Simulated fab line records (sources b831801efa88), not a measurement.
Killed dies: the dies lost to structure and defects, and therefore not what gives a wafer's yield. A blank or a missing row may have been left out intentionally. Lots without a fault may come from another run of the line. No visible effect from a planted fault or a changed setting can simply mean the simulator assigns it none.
The tool behind it: which one? ; flow gf180mcu ; 45 wafers from 15 lots sampled at 4 of the route's 602 steps

## WHAT THE GAUGES SHOWED, per wafer
GF_STI_THK_MEAS_22. Usual: for STI_OXIDATION_01_THK the level is 14.98 nm and the standard deviation is 0.25.
lot;measured;on;STI_OXIDATION_01_THK (nm);flag
L746;day 2 02:50;film_metro-02;15.18 15.07 15.02;
L747;day 2 08:11;film_metro-02;14.72 14.70 14.58;
L748;day 2 13:17;film_metro-04;14.87 14.75 14.97;
L749;day 2 17:41;film_metro-02;14.64 14.67 14.56;
L750;day 3 02:17;film_metro-04;14.86 14.49 14.64;
L751;day 3 06:19;film_metro-02;14.75 14.67 14.54;
L752;day 3 09:55;film_metro-02;15.10 14.88 14.98;
L759;day 5 02:07;film_metro-01;15.17 15.19 15.00;
L761;day 5 10:07;film_metro-02;15.19 15.25 15.32;
L763;day 5 19:10;film_metro-04;15.24 15.37 15.08;
L764;day 6 00:37;film_metro-02;15.23 15.18 15.12;
L766;day 6 10:06;film_metro-01;15.09 14.97 14.99;
L767;day 6 15:21;film_metro-01;15.15 15.16 15.06;
L768;day 6 20:53;film_metro-04;14.78 14.70 14.76;
L769;day 7 02:52;film_metro-01;14.98 14.74 14.67;

GF_MVSD_OVL_MEAS_07. Usual: for MVSD_OVL the level is 0.6 nm and the standard deviation is 1.7.
lot;measured;on;MVSD_OVL (nm);flag
L746;day 4 09:33;overlay-02;-0.6 -0.4 -1.9;
L747;day 4 14:25;overlay-02;-0.8 -0.9 -0.9;
L748;day 4 21:18;overlay-01;1.9 2.5 2.6;
L749;day 5 01:12;overlay-02;-0.4 -2.1 -1.5;
L750;day 5 12:27;overlay-01;0.1 1.9 -0.2;
L751;day 5 16:18;overlay-01;0.8 0.3 0.0;
L752;day 5 19:48;overlay-02;-2.2 -2.5 -1.4;
L759;day 7 18:39;overlay-01;2.0 1.6 1.7;
L761;day 8 02:42;overlay-02;1.4 1.7 2.2;
L763;day 8 13:26;overlay-01;3.4 2.0 -0.3;
L764;day 8 18:38;overlay-02;-0.1 0.7 -1.5;
L766;day 9 06:18;overlay-01;-0.9 -1.1 0.1;
L767;day 9 10:57;overlay-01;-0.5 -0.6 -0.1;
L768;day 9 16:49;overlay-02;4.0 4.5 2.7;
L769;day 10 00:53;overlay-02;0.9 2.1 0.2;

## EACH LOT AND THE TOOL THAT RAN IT (in order: tool; ch and the chambers of the sampled wafers; start)
lot;GF_STI_ETCH_14;GF_NWELL_DEVELOP_06
L746;rie_si-02 ch 0,1, day 2 01:10;litho_track-03 ch 0, day 3 06:00
L747;rie_si-02 ch 0,2,3, day 2 06:24;litho_track-03 ch 0, day 3 11:00
L748;rie_si-01 ch 1,3, day 2 11:18;litho_track-03 ch 0, day 3 17:00
L749;rie_si-01 ch 0,1, day 2 16:01;litho_track-01, day 3 21:00
L750;rie_si-01 ch 0,1,3, day 2 23:03;litho_track-04, day 4 07:00
L751;rie_si-01 ch 0,1,2, day 3 03:07;litho_track-01, day 4 10:00
L752;rie_si-02 ch 2,3, day 3 07:52;litho_track-01 ch 0, day 4 15:00
L759;rie_si-02 ch 0,2,3, day 5 00:27;litho_track-04 ch 0, day 6 10:00
L761;rie_si-02 ch 0,1,2, day 5 08:27;litho_track-03 ch 0, day 6 18:00
L763;rie_si-01 ch 1,2, day 5 17:30;litho_track-04 ch 0, day 7 04:00
L764;rie_si-01 ch 0,2,3, day 5 22:40;litho_track-03 ch 0, day 7 09:00
L766;rie_si-02 ch 0,1,3, day 6 08:27;litho_track-04 ch 0, day 7 20:00
L767;rie_si-02 ch 0,1,3, day 6 13:42;litho_track-01 ch 0, day 8 01:00
L768;rie_si-02 ch 0,1,3, day 6 19:14;litho_track-04 ch 0, day 8 07:00
L769;rie_si-01 ch 0,3, day 6 23:57;litho_track-04 ch 0, day 8 13:00
- GF_STI_ETCH_14: etches Si in HBr/Cl2/O2, target depth 360 nm, time 102.9 s.
- GF_NWELL_DEVELOP_06: develop time 60 s.

## WHAT THE TOOLS THEMSELVES READ (means of the sampled wafers that have a number; where no wafer has one, the mark that the record gives instead)
GF_STI_ETCH_14. Usual: chamber_pressure_mTorr 15.000 mTorr, standard deviation 0.013; drypump_motor_current_A 5.5 A, standard deviation 0.37; oes_product_au 0.997 a.u., standard deviation 0.01; throttle_valve_pct 25.658 %, standard deviation 0.011.
lot;tool;chamber_pressure_mTorr (mTorr);drypump_motor_current_A (A);oes_product_au (a.u.);throttle_valve_pct (%);flag
L746;rie_si-02;15.001;5.3;1.006;25.657;
L747;rie_si-02;14.999;5.4;0.984;25.655;
L748;rie_si-01;15.001;5.7;1.004;25.659;
L749;rie_si-01;15.014;5.8;0.997;25.666;
L750;rie_si-01;14.996;5.8;0.991;25.657;
L751;rie_si-01;14.998;5.8;0.999;25.663;
L752;rie_si-02;15.013;5.2;0.997;25.661;
L759;rie_si-02;15.008;5.4;0.994;25.657;
L761;rie_si-02;14.996;5.5;0.991;25.664;
L763;rie_si-01;14.991;5.7;1.000;25.655;
L764;rie_si-01;14.997;5.9;1.005;25.657;
L766;rie_si-02;15.001;5.2;0.997;25.650;
L767;rie_si-02;15.006;5.2;1.003;25.648;
L768;rie_si-02;15.003;5.2;0.998;25.658;
L769;rie_si-01;15.009;5.9;0.988;25.670;

GF_NWELL_DEVELOP_06. Usual: chill_plate_temp_C 23.02 C, standard deviation 0.099; developer_temp_C 23.02 C, standard deviation 0.095.
lot;tool;chill_plate_temp_C (C);developer_temp_C (C);flag
L746;litho_track-03;22.96;22.97;
L747;litho_track-03;22.95;23.08;
L748;litho_track-03;22.99;22.91;
L749;litho_track-01;-;-;OFF
L750;litho_track-04;-;-;OFF
L751;litho_track-01;-;-;OFF
L752;litho_track-01;23.00;22.97;
L759;litho_track-04;23.06;23.12;
L761;litho_track-03;22.89;23.06;
L763;litho_track-04;23.13;22.99;
L764;litho_track-03;23.11;22.88;
L766;litho_track-04;22.99;22.98;
L767;litho_track-01;23.04;22.97;
L768;litho_track-04;22.87;23.05;
L769;litho_track-04;23.01;22.95;

## THE ANSWER, worked out from the rows above alone
Rule: take the mean of a lot's wafers that have a number; if it is more than 3 standard deviations from the usual mean, the lot is off. Also off: a lot with no number at a reading for which 4 or more lots have one. Where the step has rows for the other lots, those lots are counted as sound. First the gauges in route order, then the tools' own readings, where a lot's mean is used as printed above. The first step at which some lot is off is used, and at that step the reading that is off furthest; a lot without a number counts as furthest.
Off: L749, L750, L751 (GF_NWELL_DEVELOP_06, chill_plate_temp_C). Without a number there: L749, L750, L751.
If a tool, at that step or one of the process steps before it, ran each lot that is off and ran no sound lot following the first of them, it fits. Not one of the candidates tried fits.

## WHAT THE SIMULATOR PUT IN
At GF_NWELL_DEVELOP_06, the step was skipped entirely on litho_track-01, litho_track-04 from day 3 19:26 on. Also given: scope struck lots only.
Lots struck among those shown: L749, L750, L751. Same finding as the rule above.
